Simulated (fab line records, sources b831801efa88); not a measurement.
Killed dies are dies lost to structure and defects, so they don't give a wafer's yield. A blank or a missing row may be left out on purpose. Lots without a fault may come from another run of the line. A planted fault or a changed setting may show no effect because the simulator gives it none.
fab line records | flow gf180mcu
record lots=5 wafers=23
route steps=602 shown STI@24 LVPWELL@56 MVSD@74 VT_IMPLANT@98 HV_LDD@179
start_h: hours from the record's first day to the start of the lot's first wafer shown | wait_h: hours since the lot's step before | " the same as in the row above | L1.1+2: a row that stands for several wafers | - no value, or no start given | * or withheld: withheld | < > ~ a bound
route shown NAME@n: a module of which the file shows steps, and the number in the route of the first | usual: mean/standard deviation of fault-free wafers | same: alike in all rows | chamber/n: place in a boat | sites: the reading at each site | _std_site: their standard deviation | _edge_site: outer sites' mean less inner sites' | radius_mm: how far each site lies from the wafer's centre | mask NAME#n: copy n | behind: the tool/chamber that last shaped the wafer | hold: why the lot was held/for how many hours/how that ended | device: the transistor (n, p or np) that didn't switch | end of line: the same wafers' tests at the end of the route | a step without rows: its recipe alone | killed: dies lost to structure and defects at the first sort, not the wafer's yield | map: a wafer's dies, x killed, . not, _ none there
set.NAME: the setting as run; set.NAME@STEP: as run at that earlier step | model.NAME: the simulator's own value behind a step, which no gauge read
lots whose settings were changed on purpose; a table a step, a row a wafer
## steps
# step GF_STI_CVD_23
# recipe material=SiO2 target_thk_nm=650 sigma_open_frac=0.3 time_s=108.3 temp_c=600 sih4_flow_sccm=60 pressure_mtorr=6
# columns lot.wafer tool chamber start_h wait_h set.sih4_flow_sccm model.SiO2_of_STI_CVD_23.thk_nm
L080.1 hdpcvd-02 2 58.08 0.1 60 654.1
L080.2 " 1 " " 60 650.2
L080.3 " 0 " " 60 654.5
L080.5 " 2 " " 54.59 601.5
L080.6 " 0 " " 54.59 594.1
L082.1 hdpcvd-02 0 69.09 0.1 55.26 608.9
L082.3 " 1 " " 60 657.4
L082.4 " 1 " " 55.26 603.5
L082.5 " 0 " " 60 658.3
L082.6 " 2 " " 55.26 601.4
L083.2 hdpcvd-02 2 73.97 0.0 66.38 723.1
L083.3 " 1 " " 60 649.4
L083.4 " 0 " " 66.38 722.8
L083.5 " 1 " " 66.38 728.4
L083.6 " 2 " " 60 653.8
L084.3 hdpcvd-01 0 77.63 0.0 60 641.1
L084.4 " 2 " " 60 650.7
L084.6 " 0 " " 60 647.1
L085.2 hdpcvd-01 2 83.83 0.0 52.08 563.6
L085.3 " 1 " " 60 653.3
L085.4 " 0 " " 52.08 574.9
L085.5 " 1 " " 60 659.2
L085.6 " 2 " " 60 650
# step GF_STI_THK_MEAS_24
# recipe reads=SiO2_of_STI_CVD_23
# usual STI_CVD_23_THK=652/5.2
# columns lot.wafer tool chamber start_h wait_h set.sih4_flow_sccm@STI_CVD_23 STI_CVD_23_THK[nm]
L080.1 film_metro-02 - 58.15 0.0 60 654
L080.2 " - " " 60 650
L080.3 " - " " 60 654
L080.5 " - " " 54.59 601
L080.6 " - " " 54.59 595
L082.1 film_metro-01 - 69.17 0.0 55.26 609
L082.3 " - " " 60 658
L082.4 " - " " 55.26 603
L082.5 " - " " 60 659
L082.6 " - " " 55.26 601
L083.2 film_metro-03 - 74.06 0.0 66.38 723
L083.3 " - " " 60 650
L083.4 " - " " 66.38 723
L083.5 " - " " 66.38 728
L083.6 " - " " 60 654
L084.3 film_metro-02 - 77.73 0.1 60 641
L084.4 " - " " 60 651
L084.6 " - " " 60 648
L085.2 film_metro-03 - 83.91 0.0 52.08 564
L085.3 " - " " 60 654
L085.4 " - " " 52.08 575
L085.5 " - " " 60 659
L085.6 " - " " 60 650
# step GF_STI_CMP_25
# recipe stop_on=Si3N4 t_overpolish_s=33 down_force_psi=4 platen_rpm=60 target_thk_nm=524.6 pad_velocity_m_s=0.94248
# usual time_to_endpoint_s=123/4.1
# columns lot.wafer tool chamber start_h wait_h set.sih4_flow_sccm@STI_CVD_23 time_to_endpoint_s
L080.2 cmp-02 0 58.26 0.1 60 124
L080.3 " 1 " " 60 123
L080.1 " 2 " " 60 121
L080.6 " 3 " " 54.59 111
L080.5 " 0 " " 54.59 110
L082.4 cmp-02 2 69.23 0.0 55.26 116
L082.3 " 3 " " 60 129
L082.1 " 1 " " 55.26 121
L082.6 " 2 " " 55.26 115
L082.5 " 3 " " 60 130
L083.2 cmp-01 2 74.11 0.0 66.38 130
L083.4 " 3 " " 66.38 137
L083.3 " 1 " " 60 114
L083.5 " 2 " " 66.38 130
L083.6 " 3 " " 60 122
L084.4 cmp-02 2 77.79 0.0 60 116
L084.3 " 0 " " 60 119
L084.6 " 2 " " 60 118
L085.2 cmp-02 3 83.96 0.0 52.08 107
L085.3 " 0 " " 60 121
L085.4 " 1 " " 52.08 108
L085.5 " 3 " " 60 126
L085.6 " 0 " " 60 118
# step GF_STI_WET_ETCH_28
# recipe chemistry=dHF target_depth_nm=20 dry=ipa_marangoni target=SiO2 temp_c=25 dilution=10:1 time_s=40
# columns lot.wafer tool chamber start_h wait_h set.temp_c model.SiO2_of_STI_CVD_23.thk_nm
L080.1 - - - 0.0 21.55 402
L080.2 " - " " 21.55 403.2
L080.3 " - " " 21.55 401.9
L080.5 " - " " 21.55 402.3
L080.6 " - " " 21.55 403.3
L082.1 - - - 0.0 28.42 395.6
L082.3+5 " - " " 28.42 397
L082.4 " - " " 28.42 394.6
L082.6 " - " " 28.42 395.1
L083.2 - - - 0.0 22.45 402.3
L083.3 " - " " 22.45 402.5
L083.4 " - " " 22.45 404.2
L083.5 " - " " 22.45 401.8
L083.6 " - " " 22.45 404.1
L084.3 wet_bench-02 0 78.67 0.0 25 399.1
L084.4 " 0 " " 25 400.1
L084.6 " 0 " " 25 399.7
L085.2 - - - 0.0 21.91 402.9
L085.3+6 " - " " 21.91 403.5
L085.4 " - " " 21.91 403.4
L085.5 " - " " 21.91 402.3
# step GF_LVPWELL_COAT_02
# recipe spin_rpm=2000 resist_thk_nm=3000
# columns lot.wafer tool chamber start_h wait_h set.spin_rpm model.coat_of_LVPWELL_COAT_02.thk_nm
L080.1+3 litho_track-04 0 94.37 0.1 1956 3054
L080.2 " 0 " " 2000 3008
L080.5 " 0 " " 1956 3050
L080.6 " 0 " " 2000 3014
L082.1 litho_track-02 0 108.72 0.1 2111 2918
L082.3 " 0 " " 2111 2919
L082.4 " 0 " " 2000 2997
L082.5+6 " 0 " " 2000 3002
L083.2 litho_track-03 0 112.46 0.1 2000 3011
L083.3 " 0 " " 2000 3010
L083.4 " 0 " " 2000 3003
L083.5 " 0 " " 2000 3008
L083.6 " 0 " " 2000 3013
L084.3 litho_track-03 0 117.08 0.1 2000 2999
L084.4+6 " 0 " " 2000 2998
L085.2 litho_track-02 0 122.90 0.1 2000 3002
L085.3 " 0 " " 2000 2998
L085.4+6 " 0 " " 2091 2938
L085.5 " 0 " " 2091 2932
# step GF_LVPWELL_DEVELOP_06
# recipe wall_angle_deg=90 develop_time_s=60 dev_temp_c=23
# columns lot.wafer tool chamber start_h wait_h set.develop_time_s
L080.1+3+6 litho_track-04 0 - - 60
L080.2+5 " 0 " " 57.15
L082.1+3+4+5+6 litho_track-02 0 - - 60
L083.2+4+6 litho_track-03 0 - - 57.12
L083.3+5 " 0 " " 60
L084.3+4+6 litho_track-04 0 - - 60
L085.2+3+4+5+6 litho_track-02 0 - - 60
# step GF_LVPWELL_IMPLANT_08
# recipe species=B energy_kev=170 dose_cm2=1.5e+13 tilt_deg=0
# step GF_LVPWELL_IMPLANT_09
# recipe species=B energy_kev=60 dose_cm2=5e+12 tilt_deg=0
# step GF_LVPWELL_STRIP_10
# recipe chemistry=O2/N2 power_w=1400 pressure_mtorr=1500 platen_temp_c=250 o2_flow_sccm=3000 n2_flow_sccm=300 overash_fraction=0.5
# usual strip_time_to_endpoint_s=37.01/0.093
# columns lot.wafer tool chamber start_h wait_h set.spin_rpm@LVPWELL_COAT_02 strip_time_to_endpoint_s
L080.1 plasma_asher-03 1 102.10 0.1 1956 37.55
L080.2 " 0 " " 2000 37.05
L080.3 " 0 " " 1956 37.55
L080.5 " 0 " " 1956 37.54
L080.6 " 1 " " 2000 37.11
L082.1 plasma_asher-02 0 116.81 0.1 2111 36.01
L082.3 " 1 " " 2111 36.04
L082.4 " 0 " " 2000 36.91
L082.5 " 1 " " 2000 36.97
L082.6 " 0 " " 2000 36.97
L083.2 plasma_asher-04 0 120.67 0.1 2000 37.08
L083.3 " 0 " " 2000 37.07
L083.4 " 1 " " 2000 36.99
L083.5 " 0 " " 2000 37.03
L083.6 " 1 " " 2000 37.10
L084.3 plasma_asher-04 1 124.69 0.1 2000 36.93
L084.4 " 0 " " 2000 36.93
L084.6 " 0 " " 2000 36.91
L085.2 plasma_asher-04 0 131.31 0.1 2000 36.99
L085.3 " 0 " " 2000 36.93
L085.4 " 1 " " 2091 36.25
L085.5 " 0 " " 2091 36.19
L085.6 " 1 " " 2091 36.23
# step GF_MVSD_IMPLANT_08
# recipe species=P energy_kev=400 dose_cm2=1.6e+13 tilt_deg=0
# columns lot.wafer tool chamber start_h wait_h set.dose_cm2
L080.1+2+3 implanter-01 0 117.35 0.0 1.463e+13
L080.5+6 " 0 " " 1.6e+13
L082.1+5+6 implanter-01 0 132.25 0.0 1.849e+13
L082.3+4 " 0 " " 1.6e+13
L083.2+5+6 implanter-03 0 136.28 0.0 1.725e+13
L083.3+4 " 0 " " 1.6e+13
L084.3+4+6 implanter-01 0 140.25 0.1 1.6e+13
L085.2+6 implanter-01 0 147.48 0.0 1.6e+13
L085.3+4+5 " 0 " " 1.88e+13
# step GF_MVSD_IMPLANT_09
# recipe species=P energy_kev=100 dose_cm2=5e+12 tilt_deg=0
# step GF_MVSD_STRIP_10
# recipe chemistry=O2/N2 power_w=1400 pressure_mtorr=1500 platen_temp_c=250 o2_flow_sccm=3000 n2_flow_sccm=300 overash_fraction=0.5
# step GF_MVSD_TW_MEAS_11
# usual MVSD_TW=1598/13
# columns lot.wafer tool chamber start_h wait_h set.dose_cm2@MVSD_IMPLANT_08 MVSD_TW
L080.1 film_metro-03 - 117.75 0.1 1.463e+13 1561
L080.2 " - " " 1.463e+13 1561
L080.3 " - " " 1.463e+13 1561
L080.5 " - " " 1.6e+13 1605
L080.6 " - " " 1.6e+13 1603
L082.1 film_metro-03 - 132.65 0.1 1.849e+13 1666
L082.3 " - " " 1.6e+13 1604
L082.4 " - " " 1.6e+13 1600
L082.5 " - " " 1.849e+13 1672
L082.6 " - " " 1.849e+13 1666
L083.2 film_metro-03 - 136.67 0.1 1.725e+13 1640
L083.3 " - " " 1.6e+13 1601
L083.4 " - " " 1.6e+13 1590
L083.5 " - " " 1.725e+13 1633
L083.6 " - " " 1.725e+13 1632
L084.3 film_metro-01 - 140.62 0.1 1.6e+13 1563
L084.4 " - " " 1.6e+13 1559
L084.6 " - " " 1.6e+13 1569
L085.2 film_metro-04 - 147.87 0.1 1.6e+13 1599
L085.3 " - " " 1.88e+13 1683
L085.4 " - " " 1.88e+13 1667
L085.5 " - " " 1.88e+13 1680
L085.6 " - " " 1.6e+13 1599
# step GF_VT_IMPLANT_IMPLANT_08
# recipe species=BF2 energy_kev=20 dose_cm2=8.29e+12 tilt_deg=7
# columns lot.wafer tool chamber start_h wait_h set.dose_cm2
L080.1+2+3+5+6 implanter-04 0 148.36 0.0 8.29e+12
L082.1+6 implanter-02 0 165.12 0.0 8.29e+12
L082.3+4+5 " 0 " " 9.418e+12
L083.2+5 implanter-03 0 169.09 0.0 9.584e+12
L083.3+4+6 " 0 " " 8.29e+12
L084.3+4+6 implanter-03 0 174.46 0.1 8.29e+12
L085.2+3+4 implanter-03 0 180.98 0.0 8.29e+12
L085.5+6 " 0 " " 7.882e+12
# step GF_VT_IMPLANT_STRIP_09
# recipe chemistry=O2/N2 power_w=1400 pressure_mtorr=1500 platen_temp_c=250 o2_flow_sccm=3000 n2_flow_sccm=300 overash_fraction=0.5
# step GF_VT_IMPLANT_TW_MEAS_10
# usual VT_IMPLANT_TW=561/5.2
# columns lot.wafer tool chamber start_h wait_h set.dose_cm2@VT_IMPLANT_IMPLANT_08 VT_IMPLANT_TW
L080.1 film_metro-02 - 148.61 0.1 8.29e+12 561
L080.2 " - " " 8.29e+12 561
L080.3 " - " " 8.29e+12 561
L080.5 " - " " 8.29e+12 562
L080.6 " - " " 8.29e+12 563
L082.1 film_metro-01 - 165.37 0.1 8.29e+12 558
L082.3 " - " " 9.418e+12 583
L082.4 " - " " 9.418e+12 581
L082.5 " - " " 9.418e+12 581
L082.6 " - " " 8.29e+12 556
L083.2 film_metro-02 - 169.33 0.1 9.584e+12 582
L083.3 " - " " 8.29e+12 558
L083.4 " - " " 8.29e+12 559
L083.5 " - " " 9.584e+12 585
L083.6 " - " " 8.29e+12 558
L084.3 film_metro-04 - 174.68 0.1 8.29e+12 570
L084.4 " - " " 8.29e+12 569
L084.6 " - " " 8.29e+12 569
L085.2 film_metro-02 - 181.22 0.1 8.29e+12 559
L085.3 " - " " 8.29e+12 559
L085.4 " - " " 8.29e+12 560
L085.5 " - " " 7.882e+12 552
L085.6 " - " " 7.882e+12 547
# step GF_VT_IMPLANT_DEVELOP_17
# recipe develop_time_s=60 dev_temp_c=23
# columns lot.wafer tool chamber start_h wait_h set.develop_time_s model.VT_IMPLANT.cd_nm
L080.1 litho_track-03 0 165.23 0.1 51.31 841.8
L080.2 " 0 " " 60 604.5
L080.3 " 0 " " 51.31 841.6
L080.5 " 0 " " 51.31 844.4
L080.6 " 0 " " 60 604.7
L082.1 litho_track-02 0 182.57 0.1 60 604.9
L082.3 " 0 " " 60 604.4
L082.4 " 0 " " 60 603.5
L082.5 " 0 " " 60 605.5
L082.6 " 0 " " 60 603.9
L083.2 litho_track-01 0 185.65 0.1 64.4 868.2
L083.3 " 0 " " 64.4 866.5
L083.4 " 0 " " 60 603.6
L083.5 " 0 " " 64.4 867.1
L083.6 " 0 " " 60 603.7
L084.3 litho_track-02 0 191.67 0.1 60 604.4
L084.4 " 0 " " 60 605.6
L084.6 " 0 " " 60 605.4
L085.2 litho_track-02 0 198.30 0.1 55.83 850
L085.3 " 0 " " 60 607.2
L085.4 " 0 " " 55.83 854.4
L085.5 " 0 " " 55.83 852.7
L085.6 " 0 " " 60 604.6
# step GF_VT_IMPLANT_SOFTBAKE_25
# recipe temp_c=90 time_s=60 resist=NOVOLAK
# columns lot.wafer tool chamber start_h wait_h set.temp_c
L080.1+2+6 litho_track-02 0 173.92 0.1 90
L080.3+5 " 0 " " 92.78
L082.1+3+4+5+6 litho_track-01 0 191.08 0.1 90
L083.2+6 litho_track-02 0 193.75 0.1 92.99
L083.3+4+5 " 0 " " 90
L084.3+4+6 litho_track-02 0 201.87 0.1 90
L085.2+5 litho_track-02 0 207.80 0.1 90
L085.3+4+6 " 0 " " 91.32
# step GF_VT_IMPLANT_IMPLANT_30
# recipe species=B energy_kev=25 dose_cm2=2.534e+12 tilt_deg=7
# columns lot.wafer tool chamber start_h wait_h set.dose_cm2
L080.1+3 implanter-02 0 182.82 0.0 2.534e+12
L080.2+5+6 " 0 " " 2.249e+12
L082.1+5 implanter-02 0 200.87 0.0 2.534e+12
L082.3+4+6 " 0 " " 2.178e+12
L083.2+3+4+5+6 implanter-03 0 203.14 0.0 2.534e+12
L084.3+4+6 implanter-02 0 211.02 0.1 2.534e+12
L085.2+3+5 implanter-03 0 216.38 0.0 2.84e+12
L085.4+6 " 0 " " 2.534e+12
# step GF_VT_IMPLANT_STRIP_31
# recipe chemistry=O2/N2 power_w=1400 pressure_mtorr=1500 platen_temp_c=250 o2_flow_sccm=3000 n2_flow_sccm=300 overash_fraction=0.5
# usual strip_time_to_endpoint_s=12.66/0.032
# columns lot.wafer tool chamber start_h wait_h set.temp_c@VT_IMPLANT_SOFTBAKE_25 strip_time_to_endpoint_s
L080.1 plasma_asher-01 1 182.97 0.1 90 12.67
L080.2 " 0 " " 90 12.68
L080.3 " 0 " " 92.78 12.59
L080.5 " 0 " " 92.78 12.58
L080.6 " 1 " " 90 12.72
L082.1 plasma_asher-01 1 201.02 0.1 90 12.63
L082.3 " 0 " " 90 12.59
L082.4 " 1 " " 90 12.63
L082.5 " 0 " " 90 12.64
L082.6 " 1 " " 90 12.61
L083.2 plasma_asher-01 1 203.27 0.1 92.99 12.53
L083.3 " 0 " " 90 12.69
L083.4 " 1 " " 90 12.62
L083.5 " 0 " " 90 12.65
L083.6 " 1 " " 92.99 12.55
L084.3 plasma_asher-03 0 211.15 0.1 90 12.60
L084.4 " 1 " " 90 12.60
L084.6 " 0 " " 90 12.64
L085.2 plasma_asher-03 0 216.51 0.1 90 12.66
L085.3 " 1 " " 91.32 12.64
L085.4 " 0 " " 91.32 12.64
L085.5 " 0 " " 90 12.67
L085.6 " 1 " " 91.32 12.62
# step GF_VT_IMPLANT_TW_MEAS_32
# usual VT_IMPLANT_3_TW=270/3.7
# columns lot.wafer tool chamber start_h wait_h set.dose_cm2@VT_IMPLANT_IMPLANT_30 VT_IMPLANT_3_TW
L080.1 film_metro-04 - 183.07 0.1 2.534e+12 272
L080.2 " - " " 2.249e+12 262
L080.3 " - " " 2.534e+12 273
L080.5 " - " " 2.249e+12 263
L080.6 " - " " 2.249e+12 263
L082.1 film_metro-04 - 201.12 0.1 2.534e+12 271
L082.3 " - " " 2.178e+12 260
L082.4 " - " " 2.178e+12 261
L082.5 " - " " 2.534e+12 272
L082.6 " - " " 2.178e+12 260
L083.2 film_metro-02 - 203.38 0.1 2.534e+12 264
L083.3 " - " " 2.534e+12 266
L083.4 " - " " 2.534e+12 266
L083.5 " - " " 2.534e+12 266
L083.6 " - " " 2.534e+12 264
L084.3 film_metro-02 - 211.24 0.1 2.534e+12 267
L084.4 " - " " 2.534e+12 265
L084.6 " - " " 2.534e+12 266
L085.2 film_metro-01 - 216.62 0.1 2.84e+12 272
L085.3 " - " " 2.84e+12 271
L085.4 " - " " 2.534e+12 264
L085.5 " - " " 2.84e+12 272
L085.6 " - " " 2.534e+12 261
# step GF_HV_LDD_SOFTBAKE_03
# recipe temp_c=90 time_s=60 resist=NOVOLAK
# columns lot.wafer tool chamber start_h wait_h set.temp_c
L080.1+3+5 litho_track-03 0 254.78 0.1 90
L080.2+6 " 0 " " 93.7
L082.1+4 litho_track-01 0 272.38 0.1 90
L082.3+5+6 " 0 " " 93.31
L083.2+5+6 litho_track-01 0 274.80 0.1 90
L083.3+4 " 0 " " 88.77
L084.3+4+6 litho_track-04 0 281.96 0.1 90
L085.2+4+5 litho_track-04 0 288.04 0.1 93.12
L085.3+6 " 0 " " 90
# step GF_HV_LDD_IMPLANT_09
# recipe species=As energy_kev=40 dose_cm2=1e+14 tilt_deg=7
# columns lot.wafer tool chamber start_h wait_h set.dose_cm2
L080.1+5 implanter-02 0 264.33 0.0 1.158e+14
L080.2+3+6 " 0 " " 1e+14
L082.1+5+6 implanter-01 0 282.33 0.0 8.688e+13
L082.3+4 " 0 " " 1e+14
L083.2+3+5 implanter-02 0 285.19 0.0 1.1e+14
L083.4+6 " 0 " " 1e+14
L084.3+4+6 implanter-04 0 292.18 0.1 1e+14
L085.2+5 implanter-01 0 298.01 0.0 1e+14
L085.3+4+6 " 0 " " 1.066e+14
# step GF_HV_LDD_STRIP_10
# recipe chemistry=O2/N2 power_w=1400 pressure_mtorr=1500 platen_temp_c=250 o2_flow_sccm=3000 n2_flow_sccm=300 overash_fraction=0.5
# usual strip_time_to_endpoint_s=12.605/0.029
# columns lot.wafer tool chamber start_h wait_h set.temp_c@HV_LDD_SOFTBAKE_03 strip_time_to_endpoint_s
L080.1 plasma_asher-04 0 264.48 0.1 90 12.542
L080.2 " 1 " " 93.7 12.452
L080.3 " 0 " " 90 12.586
L080.5 " 1 " " 90 12.611
L080.6 " 0 " " 93.7 12.465
L082.1 plasma_asher-02 1 282.48 0.1 90 12.581
L082.3 " 1 " " 93.31 12.472
L082.4 " 0 " " 90 12.584
L082.5 " 0 " " 93.31 12.499
L082.6 " 1 " " 93.31 12.451
L083.2 plasma_asher-02 0 285.32 0.1 90 12.644
L083.3 " 0 " " 88.77 12.655
L083.4 " 1 " " 88.77 12.653
L083.5 " 1 " " 90 12.656
L083.6 " 0 " " 90 12.607
L084.3 plasma_asher-04 1 292.32 0.1 90 12.587
L084.4 " 0 " " 90 12.564
L084.6 " 0 " " 90 12.608
L085.2 plasma_asher-01 1 298.13 0.1 93.12 12.489
L085.3 " 1 " " 90 12.568
L085.4 " 0 " " 93.12 12.553
L085.5 " 0 " " 93.12 12.532
L085.6 " 1 " " 90 12.612
# step GF_HV_LDD_TW_MEAS_11
# usual HV_LDD_TW=2414/40
# columns lot.wafer tool chamber start_h wait_h set.dose_cm2@HV_LDD_IMPLANT_09 HV_LDD_TW
L080.1 film_metro-04 - 264.58 0.1 1.158e+14 2541
L080.2 " - " " 1e+14 2446
L080.3 " - " " 1e+14 2457
L080.5 " - " " 1.158e+14 2540
L080.6 " - " " 1e+14 2454
L082.1 film_metro-03 - 282.58 0.1 8.688e+13 2326
L082.3 " - " " 1e+14 2416
L082.4 " - " " 1e+14 2415
L082.5 " - " " 8.688e+13 2337
L082.6 " - " " 8.688e+13 2338
L083.2 film_metro-04 - 285.43 0.1 1.1e+14 2518
L083.3 " - " " 1.1e+14 2519
L083.4 " - " " 1e+14 2455
L083.5 " - " " 1.1e+14 2516
L083.6 " - " " 1e+14 2459
L084.3 film_metro-01 - 292.40 0.1 1e+14 2352
L084.4 " - " " 1e+14 2354
L084.6 " - " " 1e+14 2362
L085.2 film_metro-03 - 298.24 0.1 1e+14 2443
L085.3 " - " " 1.066e+14 2484
L085.4 " - " " 1.066e+14 2480
L085.5 " - " " 1e+14 2426
L085.6 " - " " 1.066e+14 2488
## key
split step=GF_STI_CVD_23 setting=sih4_flow_sccm stated=60 by=wafer
response step=GF_STI_CVD_23 reading=model.SiO2_of_STI_CVD_23.thk_nm change=+6.53 per=1% r=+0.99
response step=GF_STI_THK_MEAS_24 reading=STI_CVD_23_THK change=+6.53 per=1% r=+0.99
response step=GF_STI_CMP_25 reading=time_to_endpoint_s change=* per=1% r=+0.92
split step=GF_STI_WET_ETCH_28 setting=temp_c stated=25 by=lot
response step=GF_STI_WET_ETCH_28 reading=model.SiO2_of_STI_CVD_23.thk_nm change=-0.266 per=1% r=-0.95
split step=GF_LVPWELL_COAT_02 setting=spin_rpm stated=2000 by=wafer
response step=GF_LVPWELL_COAT_02 reading=model.coat_of_LVPWELL_COAT_02.thk_nm change=-14.9 per=1% r=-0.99
response step=GF_LVPWELL_STRIP_10 reading=strip_time_to_endpoint_s change=* per=1% r=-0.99
split step=GF_LVPWELL_DEVELOP_06 setting=develop_time_s stated=60 by=wafer
response none clear
split step=GF_MVSD_IMPLANT_08 setting=dose_cm2 stated=1.6e+13 by=wafer
response step=GF_MVSD_TW_MEAS_11 reading=MVSD_TW change=+4.49 per=1% r=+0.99
split step=GF_VT_IMPLANT_IMPLANT_08 setting=dose_cm2 stated=8.29e+12 by=wafer
response step=GF_VT_IMPLANT_TW_MEAS_10 reading=VT_IMPLANT_TW change=+1.71 per=1% r=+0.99
split step=GF_VT_IMPLANT_DEVELOP_17 setting=develop_time_s stated=60 by=wafer
response step=GF_VT_IMPLANT_DEVELOP_17 reading=model.VT_IMPLANT.cd_nm shape=bent at_lowest=842.6 at_stated=604.7 at_highest=867.3
split step=GF_VT_IMPLANT_SOFTBAKE_25 setting=temp_c stated=90 by=wafer
response step=GF_VT_IMPLANT_STRIP_31 reading=strip_time_to_endpoint_s change=* per=1% r=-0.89
split step=GF_VT_IMPLANT_IMPLANT_30 setting=dose_cm2 stated=2.534e+12 by=wafer
response step=GF_VT_IMPLANT_TW_MEAS_32 reading=VT_IMPLANT_3_TW change=+0.804 per=1% r=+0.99
split step=GF_HV_LDD_SOFTBAKE_03 setting=temp_c stated=90 by=wafer
response step=GF_HV_LDD_STRIP_10 reading=strip_time_to_endpoint_s change=* per=1% r=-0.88
split step=GF_HV_LDD_IMPLANT_09 setting=dose_cm2 stated=1e+14 by=wafer
response step=GF_HV_LDD_TW_MEAS_11 reading=HV_LDD_TW change=+6 per=1% r=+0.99
